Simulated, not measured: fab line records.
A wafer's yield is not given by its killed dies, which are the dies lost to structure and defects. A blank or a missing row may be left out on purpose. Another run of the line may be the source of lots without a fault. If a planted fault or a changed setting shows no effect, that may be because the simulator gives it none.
Matching of chambers || flow gf180mcu || GF_CONTACT_ETCH_16 on rie diel-01: 4 sister chambers
The step etches BARC in N2/H2. 8 wafers are shown with their chamber, then 7 later ones without.

== EACH WAFER AND ITS CHAMBER ==
{"wafer": "L074.3", "chamber": 1, "rf fwd power W (W)": 493.7, "oes product au (a.u.)": 0.841}
{"wafer": "L075.3", "chamber": 1, "rf fwd power W (W)": 496.6, "oes product au (a.u.)": 0.854}
{"wafer": "L080.5", "chamber": 2, "rf fwd power W (W)": 496.3, "oes product au (a.u.)": 0.858}
{"wafer": "L082.1", "chamber": 0, "rf fwd power W (W)": 497.6, "oes product au (a.u.)": 0.863}
{"wafer": "L082.2", "chamber": 2, "rf fwd power W (W)": 496.5, "oes product au (a.u.)": 0.858}
{"wafer": "L082.4", "chamber": 3, "rf fwd power W (W)": 492.9, "oes product au (a.u.)": 0.858}
{"wafer": "L083.1", "chamber": 0, "rf fwd power W (W)": 496.9, "oes product au (a.u.)": 0.860}
{"wafer": "L083.3", "chamber": 3, "rf fwd power W (W)": 491.3, "oes product au (a.u.)": 0.853}

== WAFERS WITH NO CHAMBER GIVEN ==
{"wafer": "L083.6", "rf fwd power W (W)": 494.0, "oes product au (a.u.)": 0.851}
{"wafer": "L089.2", "rf fwd power W (W)": 494.4, "oes product au (a.u.)": 0.849}
{"wafer": "L089.3", "rf fwd power W (W)": 497.9, "oes product au (a.u.)": 0.857}
{"wafer": "L089.5", "rf fwd power W (W)": 499.5, "oes product au (a.u.)": 0.850}
{"wafer": "L094.4", "rf fwd power W (W)": 492.5, "oes product au (a.u.)": 0.862}
{"wafer": "L094.5", "rf fwd power W (W)": 498.3, "oes product au (a.u.)": 0.849}
{"wafer": "L094.6", "rf fwd power W (W)": 496.3, "oes product au (a.u.)": 0.851}

== WHICH CHAMBER EACH ONE RAN IN ==
{"wafer": "L083.6", "from the rows above": "can't be placed: 1 or 3 or 2", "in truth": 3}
{"wafer": "L089.2", "from the rows above": "can't be placed: 1 or 3 or 2", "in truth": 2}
{"wafer": "L089.3", "from the rows above": "can't be placed: 0 or 2 or 1", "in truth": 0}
{"wafer": "L089.5", "from the rows above": "can't be placed: 0 or 2 or 1", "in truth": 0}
{"wafer": "L094.4", "from the rows above": 3, "in truth": 3}
{"wafer": "L094.5", "from the rows above": "can't be placed: 2 or 0 or 1", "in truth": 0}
{"wafer": "L094.6", "from the rows above": "can't be placed: 1 or 2 or 0", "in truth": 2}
Correctly placed: 1 of 7. Cannot be placed on the basis of these rows: 6; the candidates contain the true chamber in 6. 0 placed wrongly.
How it was worked out, from the rows above alone: a wafer's distance from a chamber is the root of the sum, over the readings, of the square of ((its reading less the chamber's mean) divided by the reading's scatter). If the next closest chamber is less than 2 further off than the closest, the wafer can't be placed; otherwise it belongs to the closest. Each chamber's mean is taken over the wafers shown for it. How the scatter is found: for the shown wafers, subtract from each reading the mean of its chamber, square and add these, divide the total by (wafers less chambers), then take the root.
